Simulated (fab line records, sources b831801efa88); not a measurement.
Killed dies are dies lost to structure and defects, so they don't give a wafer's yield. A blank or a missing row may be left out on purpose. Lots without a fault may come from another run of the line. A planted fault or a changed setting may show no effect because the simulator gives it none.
fab line records | flow sky130
record lots=12 wafers=36 last_day=52
route steps=708 shown LDD_HVP@285 SPACER@306 POLY_CUT@316 PAD_OPEN@708
lots that met no fault: from a run of the same line without faults
start_h: hours from the record's first day to the start of the lot's first wafer shown | wait_h: hours since the lot's step before | " the same as in the row above | L1.1+2: a row that stands for several wafers | - no value, or no start given | * or withheld: withheld | < > ~ a bound
route shown NAME@n: a module of which the file shows steps, and the number in the route of the first | usual: mean/standard deviation of fault-free wafers | same: alike in all rows | chamber/n: place in a boat | sites: the reading at each site | _std_site: their standard deviation | _edge_site: outer sites' mean less inner sites' | radius_mm: how far each site lies from the wafer's centre | mask NAME#n: copy n | behind: the tool/chamber that last shaped the wafer | hold: why the lot was held/for how many hours/how that ended | device: the transistor (n, p or np) that didn't switch | end of line: the same wafers' tests at the end of the route | a step without rows: its recipe alone | killed: dies lost to structure and defects at the first sort, not the wafer's yield | map: a wafer's dies, x killed, . not, _ none there
set.NAME: the setting as run; set.NAME@STEP: as run at that earlier step | model.NAME: the simulator's own value behind a step, which no gauge read
steps of the route over a sample of lots; a table a step, a row a wafer
services: from which hour (start_h, from the record's first day; less than 0 if before it) a tool's chamber was out of use, for how many hours, and why
## steps
# step SKY_LDD_HVP_OVL_MEAS_07
# usual LDD_HVP_OVL=0.4/1.3
# columns lot.wafer tool chamber start_h wait_h LDD_HVP_OVL[nm]
L980.1 overlay-02 - 507.84 0.1 0.3
L980.4 " - " " -0.1
L980.5 " - " " 1.4
L983.3 overlay-01 - 548.05 0.1 0.3
L983.4 " - " " 0.3
L983.6 " - " " 0.2
L985.1 overlay-01 - 561.59 0.1 1.3
L985.3 " - " " -0.9
L985.4 " - " " 0.7
L986.1 overlay-01 - 572.60 0.1 -1.2
L986.2 " - " " -0.8
L986.5 " - " " 0.3
L987.1 overlay-01 - 580.20 0.1 -0.6
L987.2 " - " " 1.6
L987.6 " - " " -0.2
L991.1 overlay-02 - 617.89 0.1 2.4
L991.3 " - " " 2.4
L991.4 " - " " 0.9
L992.2 overlay-02 - 623.20 0.1 0.8
L992.3 " - " " -0.4
L992.4 " - " " -0.3
L997.1 overlay-01 - 674.00 0.1 0.1
L997.2 " - " " 1.1
L997.5 " - " " -1.9
L999.1 overlay-02 - 682.79 0.1 -1.1
L999.2 " - " " 1.2
L999.5 " - " " -0.7
L100.1 overlay-01 - 689.89 0.1 2.3
L100.4 " - " " 0.2
L100.5 " - " " 1.8
L102.2 overlay-02 - 703.40 0.1 -0.5
L102.3 " - " " -1.8
L102.6 " - " " 0.0
L103.1 overlay-01 - 712.80 0.1 0.3
L103.3 " - " " -0.9
L103.6 " - " " 2.1
# step SKY_SPACER_ETCHBACK_02
# recipe chemistry=CH3F/O2 target=Si3N4 stop_on=SiO2 source_w=400 bias_w=80 pressure_mtorr=25 ch3f_flow_sccm=40 O2_flow_sccm=30 time_s=46.7 target_depth_a=450
# usual ch3f_flow_sccm=40.00/0.12 drypump_motor_current_A=5.8/0.33 oes_product_au=0.858/0.0074 throttle_valve_pct=10.561/0.0085
# same time_s=46.7
# columns lot.wafer tool chamber start_h wait_h ch3f_flow_sccm drypump_motor_current_A oes_product_au rf_hours_counter_h throttle_valve_pct
L980.1 rie_diel-03 1 542.35 0.1 40.17 6.0 0.858 7 10.548
L980.4 " 3 " " 39.85 5.9 0.860 53 10.556
L980.5 " 2 " " 40.11 5.6 0.853 - 10.569
L983.3 rie_diel-03 2 583.48 0.0 39.84 5.6 0.861 71 10.553
L983.4 " 3 " " 39.88 5.9 0.860 54 10.574
L983.6 " 2 " " 39.77 5.6 0.870 - 10.565
L985.1 rie_diel-04 1 597.51 0.1 40.04 6.3 0.860 8 10.576
L985.3 " 2 " " 39.70 5.7 0.866 11 10.551
L985.4 " 0 " " 39.82 5.4 0.856 10 10.559
L986.1 rie_diel-04 0 606.96 0.1 40.13 5.4 0.863 10 10.562
L986.2 " 2 " " 40.14 5.7 0.859 12 10.569
L986.5 " 1 " " 40.10 6.3 0.857 - 10.564
L987.1 rie_diel-01 1 614.63 0.1 39.87 5.9 0.855 3 10.559
L987.2 " 3 " " 40.00 5.1 0.855 15 10.572
L987.6 " 1 " " 39.80 5.9 0.858 - 10.572
L991.1 rie_diel-04 2 653.26 0.1 40.10 5.8 0.856 12 10.565
L991.3 " 1 " " 39.87 6.3 0.861 9 10.567
L991.4 " 3 " " 40.21 6.1 0.854 7 10.579
L992.2 rie_diel-03 3 656.88 0.0 39.94 5.9 0.848 56 10.559
L992.3 " 1 " " 39.88 6.0 0.855 10 10.559
L992.4 " 0 " " 40.01 5.7 0.857 1 10.550
L997.1 rie_diel-03 2 705.25 0.1 39.98 5.6 0.860 1 10.555
L997.2 " 0 " " 40.15 5.7 0.862 2 10.558
L997.5 " 2 " " 40.21 5.6 0.853 - 10.570
L999.1 rie_diel-01 2 713.75 0.1 39.91 5.5 0.866 6 10.569
L999.2 " 1 " " 39.83 5.9 0.861 5 10.556
L999.5 " 1 " " 39.98 5.9 0.858 - 10.572
L100.1 rie_diel-01 0 721.11 0.1 39.97 6.2 0.859 10 10.549
L100.4 " 1 " " 39.97 5.9 0.861 5 10.552
L100.5 " 3 " " 39.92 5.1 0.864 - 10.547
L102.2 rie_diel-01 1 735.19 0.0 39.96 5.9 0.853 5 10.559
L102.3 " 0 " " 40.14 6.2 0.852 11 10.567
L102.6 " 2 " " 40.06 5.5 0.848 - 10.552
L103.1 rie_diel-01 3 743.57 0.1 39.99 5.1 0.863 18 10.563
L103.3 " 1 " " 40.12 5.9 0.872 5 10.558
L103.6 " 0 " " 39.80 6.1 0.861 - 10.572
# step SKY_POLY_CUT_OVL_MEAS_09
# usual POLY_CUT_OVL=-4/5.5
# columns lot.wafer tool chamber start_h wait_h POLY_CUT_OVL[nm]
L980.1 overlay-01 - 576.07 0.1 -12
L980.4 " - " " -5
L980.5 " - " " -3
L983.3 overlay-01 - 614.58 0.1 -3
L983.4 " - " " 0
L983.6 " - " " -1
L985.1 overlay-01 - 627.71 0.1 -3
L985.3 " - " " -7
L985.4 " - " " 3
L986.1 overlay-02 - 636.56 0.1 -8
L986.2 " - " " -9
L986.5 " - " " -5
L987.1 overlay-01 - 643.56 0.1 -6
L987.2 " - " " 3
L987.6 " - " " -3
L991.1 overlay-02 - 681.96 0.1 -4
L991.3 " - " " -3
L991.4 " - " " 2
L992.2 overlay-01 - 685.12 0.1 0
L992.3 " - " " -3
L992.4 " - " " 0
L997.1 overlay-02 - 733.72 0.1 -7
L997.2 " - " " -8
L997.5 " - " " -12
L999.1 overlay-02 - 742.57 0.1 -4
L999.2 " - " " -4
L999.5 " - " " 0
L100.1 overlay-02 - 749.52 0.1 -2
L100.4 " - " " -8
L100.5 " - " " -3
L102.2 overlay-02 - 764.82 0.1 -3
L102.3 " - " " 2
L102.6 " - " " 2
L103.1 overlay-02 - 772.91 0.1 0
L103.3 " - " " 1
L103.6 " - " " 13
# step SKY_POLY_CUT_STRIP_12
# recipe chemistry=O2/N2 power_w=1400 pressure_mtorr=1500 platen_temp_c=withheld o2_flow_sccm=3000 n2_flow_sccm=300 overash_fraction=0.5
# usual chamber_pressure_mTorr=1500.1/1.3 drypump_motor_current_A=5.9/0.5 n2_flow_sccm=299.8/0.9 oes_product_au=0.453/0.0047 strip_time_to_endpoint_s=5.359/0.017
# columns lot.wafer tool chamber start_h wait_h chamber_pressure_mTorr drypump_motor_current_A n2_flow_sccm oes_product_au rf_hours_counter_h strip_time_to_endpoint_s
L980.1 plasma_asher-01 1 576.19 0.0 1499.9 6.0 300.3 0.446 71 5.352
L980.4 " 0 " " 1500.2 5.8 300.2 0.446 - 5.341
L980.5 " 1 " " 1498.8 6.0 301.2 0.453 - 5.362
L983.3 plasma_asher-03 0 614.72 0.1 1499.2 5.0 299.5 0.459 - 5.322
L983.4 " 1 " " 1502.2 6.7 300.6 0.457 - 5.354
L983.6 " 0 " " 1500.5 5.0 299.8 0.453 - 5.343
L985.1 plasma_asher-04 0 627.83 0.0 1500.9 6.1 299.9 0.456 52 5.334
L985.3 " 1 " " 1501.1 5.7 299.9 0.463 - 5.324
L985.4 " 0 " " 1499.5 6.0 300.6 0.459 - 5.329
L986.1 plasma_asher-01 0 636.68 0.0 1499.8 5.8 298.4 0.453 78 5.329
L986.2 " 1 " " 1500.8 6.0 299.1 0.456 78 5.344
L986.5 " 0 " " 1501.1 5.8 298.9 0.446 - 5.358
L987.1 plasma_asher-03 1 643.68 0.0 1499.9 6.7 298.2 0.455 20 5.360
L987.2 " 0 " " 1500.6 5.0 299.0 0.450 20 5.379
L987.6 " 0 " " 1500.3 5.0 298.6 0.451 - 5.357
L991.1 plasma_asher-01 0 682.08 0.0 - - - - - -
L991.3 " 0 " " - - - - - -
L991.4 " 1 " " - - - - - -
L992.2 plasma_asher-04 0 685.23 0.0 - - - - - -
L992.3 " 1 " " - - - - - -
L992.4 " 0 " " - - - - - -
L997.1 plasma_asher-01 0 733.84 0.0 1501.3 5.8 300.3 0.454 86 5.378
L997.2 " 1 " " 1498.7 6.0 298.8 0.450 86 5.377
L997.5 " 0 " " 1499.3 5.8 299.5 0.448 - 5.380
L999.1 plasma_asher-01 0 742.69 0.0 1498.3 5.8 300.1 0.447 88 5.363
L999.2 " 1 " " 1498.6 6.1 299.7 0.452 88 5.380
L999.5 " 1 " " 1501.7 6.1 298.9 0.461 - 5.379
L100.1 plasma_asher-01 0 749.64 0.0 1497.4 5.8 300.4 0.457 88 5.352
L100.4 " 1 " " 1497.4 6.1 299.9 0.457 - 5.377
L100.5 " 1 " " 1498.6 6.0 300.3 0.454 - 5.368
L102.2 plasma_asher-03 0 764.93 0.0 1502.0 5.0 300.3 0.458 32 5.351
L102.3 " 1 " " 1499.8 6.7 300.3 0.458 - 5.353
L102.6 " 1 " " 1501.9 6.7 301.3 0.448 - 5.351
L103.1 plasma_asher-04 1 773.03 0.0 1501.2 5.7 301.4 0.455 66 5.385
L103.3 " 0 " " 1497.5 6.0 301.2 0.452 - 5.368
L103.6 " 1 " " 1500.2 5.7 300.2 0.452 - 5.354
# step SKY_PAD_OPEN_PROBE_99
# usual killed_at_M0_to_M3=44/7.1 killed_at_M4_up=3.3/1.9 killed_at_contacts=24/5.3 killed_at_front_end=15/4.5 killed_at_other=0.3/0.55 killed_dies=86/9.5 killed_on_rim=16/3.7 killed_open=46/7.3 killed_short=39/6.4
# same gross_dies=492 killed_at_back_side=0
# columns lot.wafer tool chamber start_h wait_h killed_at_M0_to_M3 killed_at_M4_up killed_at_contacts killed_at_front_end killed_at_other killed_dies killed_on_rim killed_open killed_short
L980.1 prober-02 - 1114.41 0.1 53 3 19 9 0 84 18 47 37
L980.4 prober-02 - 1114.56 0.2 38 1 16 10 0 65 11 29 36
L980.5 prober-02 - 1114.61 0.2 36 1 20 8 0 65 11 20 44
L983.3 prober-01 - 1144.68 0.2 44 3 28 13 0 88 13 53 35
L983.4 prober-01 - 1144.73 0.2 59 4 24 10 1 98 14 53 45
L983.6 prober-01 - 1144.83 0.2 53 3 30 10 0 96 22 44 52
L992.2 prober-01 - 1188.86 0.1 46 4 19 422 1 492 96 44 36
L992.3 prober-01 - 1188.91 0.2 63 6 24 399 0 492 96 58 50
L992.4 prober-01 - 1188.96 0.2 50 3 22 417 0 492 96 51 37
L991.1 prober-02 - 1189.30 0.1 56 1 17 418 0 492 96 47 41
L991.3 prober-02 - 1189.40 0.2 32 6 23 431 0 492 96 36 35
L991.4 prober-02 - 1189.45 0.2 51 2 28 411 0 492 96 56 40
L102.2 prober-01 - 1238.07 0.1 49 2 23 16 1 91 17 56 34
L102.3 prober-01 - 1238.12 0.2 53 3 28 10 0 94 19 50 44
L102.6 prober-01 - 1238.27 0.2 38 1 29 24 0 92 20 57 35
# killed by level:class
L980.1 CONTACT:geometric_particle:open=10 VIA1:geometric_particle:open=9 VIA3:geometric_particle:open=8 METAL1:geometric_particle:short=8 VIA1:geometric_particle:short=6 METAL2:geometric_particle:short=6 FIELD_ISO:geometric_particle:open=5 LI_CONTACT:geometric_particle:open=5
L980.4 VIA1:geometric_particle:open=7 CONTACT:geometric_particle:short=7 VIA3:geometric_particle:open=7 CONTACT:geometric_particle:open=5 METAL1:geometric_particle:short=5 VIA1:geometric_particle:short=5 METAL2:geometric_particle:short=5 POLY_GATE:geometric_particle:short=4
L980.5 METAL2:geometric_particle:short=10 CONTACT:geometric_particle:short=6 LI_CONTACT:geometric_particle:open=5 VIA1:geometric_particle:short=5 CONTACT:geometric_particle:open=4 METAL1:geometric_particle:short=4 VIA2:geometric_particle:short=4 VIA3:geometric_particle:short=4
L983.3 VIA1:geometric_particle:open=13 CONTACT:geometric_particle:open=10 VIA3:geometric_particle:open=8 CONTACT:geometric_particle:short=6 POLY_GATE:geometric_particle:open=5 LOCAL_INTERCONNECT:geometric_particle:short=5 VIA2:geometric_particle:open=5 POLY_GATE:geometric_particle:short=4
L983.4 VIA1:geometric_particle:open=12 CONTACT:geometric_particle:open=12 METAL1:geometric_particle:short=10 VIA2:geometric_particle:open=10 METAL2:geometric_particle:short=8 VIA3:geometric_particle:open=7 LI_CONTACT:geometric_particle:open=4 POLY_GATE:geometric_particle:short=3
L983.6 VIA1:geometric_particle:open=13 METAL1:geometric_particle:short=10 VIA1:geometric_particle:short=9 LI_CONTACT:geometric_particle:open=8 LOCAL_INTERCONNECT:geometric_particle:short=8 CONTACT:geometric_particle:open=8 VIA3:geometric_particle:open=6 POLY_GATE:geometric_particle:short=5
L992.2 SD_P:area_strip=411 CONTACT:geometric_particle:open=8 VIA1:geometric_particle:open=8 VIA2:geometric_particle:open=8 METAL1:geometric_particle:short=7 VIA1:geometric_particle:short=5 METAL2:geometric_particle:open=4 METAL4:geometric_particle:short=4
L992.3 SD_P:area_strip=384 VIA1:geometric_particle:open=13 VIA3:geometric_particle:open=9 VIA1:geometric_particle:short=8 METAL1:geometric_particle:short=8 CONTACT:geometric_particle:open=7 VIA2:geometric_particle:open=7 VIA3:geometric_particle:short=6
L992.4 SD_P:area_strip=404 VIA1:geometric_particle:open=13 LI_CONTACT:geometric_particle:open=11 VIA3:geometric_particle:open=8 VIA2:geometric_particle:open=7 LOCAL_INTERCONNECT:geometric_particle:short=6 METAL2:geometric_particle:short=6 POLY_GATE:geometric_particle:open=4
L991.1 SD_P:area_strip=403 VIA1:geometric_particle:short=13 VIA1:geometric_particle:open=10 CONTACT:geometric_particle:open=7 VIA3:geometric_particle:open=7 METAL1:geometric_particle:short=6 POLY_GATE:geometric_particle:open=5 VIA2:geometric_particle:open=5
L991.3 SD_P:area_strip=418 VIA1:geometric_particle:open=8 LI_CONTACT:geometric_particle:open=6 VIA3:geometric_particle:open=6 CONTACT:geometric_particle:short=5 CONTACT:geometric_particle:open=5 POLY_GATE:geometric_particle:short=4 LI_CONTACT:geometric_particle:short=4
L991.4 SD_P:area_strip=396 VIA1:geometric_particle:open=15 CONTACT:geometric_particle:open=11 VIA2:geometric_particle:open=9 METAL2:geometric_particle:short=8 LI_CONTACT:geometric_particle:open=7 VIA1:geometric_particle:short=6 METAL1:geometric_particle:short=5
L102.2 VIA1:geometric_particle:open=11 VIA2:geometric_particle:open=10 CONTACT:geometric_particle:open=8 LOCAL_INTERCONNECT:geometric_particle:short=6 VIA3:geometric_particle:open=6 LI_CONTACT:geometric_particle:open=5 METAL1:geometric_particle:short=4 VIA1:geometric_particle:short=4
L102.3 VIA1:geometric_particle:open=15 CONTACT:geometric_particle:open=11 LI_CONTACT:geometric_particle:open=6 CONTACT:geometric_particle:short=6 METAL1:geometric_particle:short=6 METAL3:geometric_particle:short=5 VIA1:geometric_particle:short=5 METAL2:geometric_particle:short=5
L102.6 CONTACT:geometric_particle:open=12 VIA2:geometric_particle:open=11 LI_CONTACT:geometric_particle:open=10 VIA1:geometric_particle:open=8 FIELD_ISO:geometric_particle:short=6 FIELD_ISO:geometric_particle:open=6 METAL2:geometric_particle:short=6 POLY_GATE:geometric_particle:short=4
## services
# columns tool chamber start_h hours kind
rie_diel-03 0 518.78 4.1 repair
rie_diel-01 0 525.45 5.3 repair
plasma_asher-04 - 560.97 1.5 repair
rie_diel-03 3 564.55 1.2 repair
rie_diel-03 0 585.62 - clean
rie_diel-03 0 585.62 31.1 scheduled_down
rie_diel-03 0 585.62 31.1 vent_cycle
rie_diel-03 - 606.28 14.6 pm
rie_diel-03 2 620.88 - clean
rie_diel-03 2 620.88 21.6 scheduled_down
rie_diel-03 2 620.88 21.6 vent_cycle
rie_diel-03 1 634.45 9.2 repair
plasma_asher-01 - 675.30 3.6 repair
plasma_asher-01 - 679.46 0.8 repair
rie_diel-03 3 691.64 - clean
rie_diel-03 3 691.64 21.0 scheduled_down
plasma_asher-03 - 695.54 9.1 repair
rie_diel-04 0 711.09 7.2 repair
rie_diel-03 - 724.88 1.0 repair
plasma_asher-01 - 727.02 2.4 repair
rie_diel-01 3 739.53 1.5 repair
plasma_asher-04 - 752.08 14.6 pm
plasma_asher-03 - 761.30 3.1 repair
rie_diel-03 - 771.36 0.4 repair
## key
first_sign step=SKY_POLY_CUT_STRIP_12 reading=tool_record direction=missing
effect step=SKY_PAD_OPEN_PROBE_99 reading=killed_at_front_end direction=up sigmas=90 usual=15 struck=416
more_kills_born_at SKY_POLY_CUT_STRIP_12@plasma_asher-01=1217 SKY_POLY_CUT_STRIP_12@plasma_asher-04=1199
met_at SKY_POLY_CUT_STRIP_12
struck_lots L991,L992
later_rows_left_out L991.1,L991.3,L991.4,L992.2,L992.3,L992.4
tester_left_out L991,L992
not_acting_at SKY_LDD_HVP_OVL_MEAS_07,SKY_SPACER_ETCHBACK_02,SKY_POLY_CUT_OVL_MEAS_09
onset_between 636.68 682.08
fault kind=skipped_step_whole tool=plasma_asher-01,plasma_asher-04 chamber=- onset_h=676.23 steps=SKY_POLY_CUT_STRIP_12 scope=struck_lots_only
# tester_left_out: of these lots the tester's yield and bins aren't shown, on N5 and GAA mostly nor the transistor test; their killed dies are dies lost to structure and defects alone, not to doping, threshold or leakage, so they don't give the yield
# later_rows_left_out: the simulator's readings of these wafers behind a module that went badly wrong aren't trusted and aren't shown, but for the sort
